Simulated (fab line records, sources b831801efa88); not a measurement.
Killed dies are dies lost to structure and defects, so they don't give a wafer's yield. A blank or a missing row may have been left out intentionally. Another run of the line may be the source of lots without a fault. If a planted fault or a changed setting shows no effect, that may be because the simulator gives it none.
2 desks, one fault + flow gf180mcu + each desk holds nothing but its own numbers, with what lay behind them at the end

## FROM THE METROLOGY DESK
What the gauges read, lot by lot, whatever tool the lot ran on: means of the sampled wafers that have a number. If a lot's mean is further than 4 standard deviations from the usual mean, the lot is out of limits and carries the mark OUT (the distance appears in the brackets).
Columns: A = HV_LDD_2_TW at GF_HV_LDD_TW_MEAS_23, usual 1055; B = HV_LDD_03_OVL at GF_HV_LDD_OVL_MEAS_47, usual 1.5 nm; C = NSD_RS at GF_PSD_RS_MEAS_14, usual 46.11 ohm/sq; D = CONTACT_CVD_00_THK at GF_CONTACT_THK_MEAS_01, usual 300 nm
| lot  | first seen here | A    | B    | C                | D   |
|------|-----------------|------|------|------------------|-----|
| L396 | day 10 21:53    | 1056 | 2.0  | 46.12            | 306 |
| L397 | day 11 05:20    | 1053 | 1.6  | 46.13            | 304 |
| L399 | day 11 23:24    | 1051 | 1.1  | 46.11            | 301 |
| L400 | day 12 06:13    | 1060 | -0.5 | 46.10            | 298 |
| L403 | day 13 09:38    | 1065 | 3.3  | 46.16            | 302 |
| L407 | day 14 10:52    | 1051 | 1.1  | 45.76 (-4.4) OUT | 303 |
| L408 | day 14 16:26    | 1057 | 0.2  | 45.79            | 299 |
| L412 | day 15 23:47    | 1046 | 2.6  | 46.16            | 301 |
| L413 | day 16 05:54    | 1049 | 1.8  | 45.99            | 300 |
| L414 | day 16 13:56    | 1049 | 0.9  | 46.05            | 302 |
| L415 | day 17 02:13    | 1055 | 0.4  | 46.12            | 299 |
| L417 | day 17 11:13    | 1050 | 0.8  | 46.21            | 303 |
This desk's result: L407 out of limits, first on L407 (NSD_RS at GF_PSD_RS_MEAS_14), day 18 09:16. Within limits: L396, L397, L399, L400, L403, L408, L412, L413, L414, L415, L417.

## THE TOOL OWNER'S DESK: implanter-03
GF_NSD_IMPLANT_09, tool's own readings: per-lot mean of the sampled wafers with a number, covering each lot this tool ran. If a lot's mean is further than 4 standard deviations from the usual mean, the lot is out of limits and carries the mark OUT (the distance appears in the brackets).
Columns: A = dose-ions-cm2 at GF_NSD_IMPLANT_09, usual 4e+15
| lot  | first seen here | A               |
|------|-----------------|-----------------|
| L396 | day 13 12:01    | 4e+15           |
| L397 | day 13 20:11    | 4e+15           |
| L400 | day 14 23:05    | 4e+15           |
| L403 | day 16 04:46    | 4e+15           |
| L407 | day 17 09:26    | 4e+15 (+64) OUT |
| L408 | day 17 15:11    | 4e+15 (+63) OUT |
This desk finds L407, L408 out of limits, L407 being first, at day 17 09:26 (dose-ions-cm2 at GF_NSD_IMPLANT_09). Within limits: L396, L397, L400, L403.

## PUT TOGETHER
At day 17 09:26, on L407, L408, the tool owner's desk was in a position to raise an alarm.
On L407, the metrology desk was in a position to raise an alarm at day 18 09:16.
The metrology desk holds a record of L408, inside its limits.
All the named lots went through GF_NSD_IMPLANT_09 on implanter-03.

## WHAT HAD BEEN PUT IN BY THE SIMULATOR
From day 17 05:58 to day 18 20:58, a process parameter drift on implanter-03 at GF_NSD_IMPLANT_09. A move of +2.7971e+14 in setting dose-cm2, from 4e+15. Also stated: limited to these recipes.
Lots struck among those shown: L407, L408.
Hours from the fault's start to each desk's first reading out of limits: the tool owner's desk, 3; the metrology desk, 27.
